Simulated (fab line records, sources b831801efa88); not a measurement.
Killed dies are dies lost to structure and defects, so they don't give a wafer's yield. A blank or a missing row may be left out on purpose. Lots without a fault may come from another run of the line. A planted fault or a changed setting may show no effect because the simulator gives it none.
Problem report in the 8D (eight disciplines) form, filled by code | flow sky130 | the parts of the form that need people (team, actions taken, sign-off) are left out

1. THE PROBLEM
spin_speed_rpm at SKY_VIA2_COAT_07 reads a mean of 2952.9 rpm on 9 wafers of 3 lots; wafers without a fault read 3000.3 rpm with a standard deviation of 2.1. That is -23 standard deviations from the usual mean.
The step: resist thk 450 nm.
First seen on wafer L806.2, day 40 16:00, on litho_track-01. The record holds 21 wafers of 7 lots with a number at this step. Rule for "out", or "out of limits": more than 4 standard deviations from the usual mean. The other wafers with a number count as sound.

2. WHAT IT IS AND WHAT IT IS NOT
question                    | is                     | is not
which readings at this step | spin_speed_rpm         | -
which lots                  | L806, L807, L808       | L794, L797, L809, L812
which wafers of those lots  | all that have a number | -
read on which tools         | litho_track-01         | litho_track-02, litho_track-04
when                        | from day 40 16:00      | up to then (6 sound wafers); but 6 sound wafers of L809, L812 came after

3. SUSPECTS, AND WHAT RULES EACH OUT
Counting: a tool at a process step up to the reading stays a suspect if it ran every lot that is out and no sound lot after the first of them.
- litho_track-01 at SKY_VIA2_COAT_07 (resist thk 450 nm): kept. It ran every lot that is out, first L806 (day 40 16:00), and no sound lot after that; its last sound lot up to then is L797 (day 38 04:00). Its own readings are out on those wafers: spin_speed_rpm.
Left after counting: litho_track-01 at SKY_VIA2_COAT_07.

4. THE CAUSE (what the simulator had put in)
Process parameter drift: litho_track-01, from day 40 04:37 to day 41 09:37, at SKY_VIA2_COAT_07. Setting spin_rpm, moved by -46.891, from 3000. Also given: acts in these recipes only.
Counting left only this tool.

5. THE CHAIN OF EFFECTS, in route order
Each row: a reading whose mean over the struck wafers that have a number lies more than 3 standard deviations from the usual. Only readings for which the record gives a usual standard deviation are gone through. hours: the time from each lot's start at the first step in this table that gives one to its start at this step, as a median over the lots. sigmas: the change in usual standard deviations.
hours | step             | reading        | usual      | on struck wafers | change | sigmas
0     | SKY_VIA2_COAT_07 | spin_speed_rpm | 3000.3 rpm | 2952.9           | -47.4  | -23
The process steps in it:
- SKY_VIA2_COAT_07: resist thk 450 nm.
Later measuring or inspecting steps at which every struck wafer that the step has a row for has a number for every such reading, and none has moved that far: SKY_VIA2_CD_MEAS_12, SKY_VIA2_OVL_MEAS_13.

6. WHAT WOULD HAVE CAUGHT IT SOONER
In this record the first reading out of limits was taken at day 40 16:00, 11 hours after the fault began at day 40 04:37.
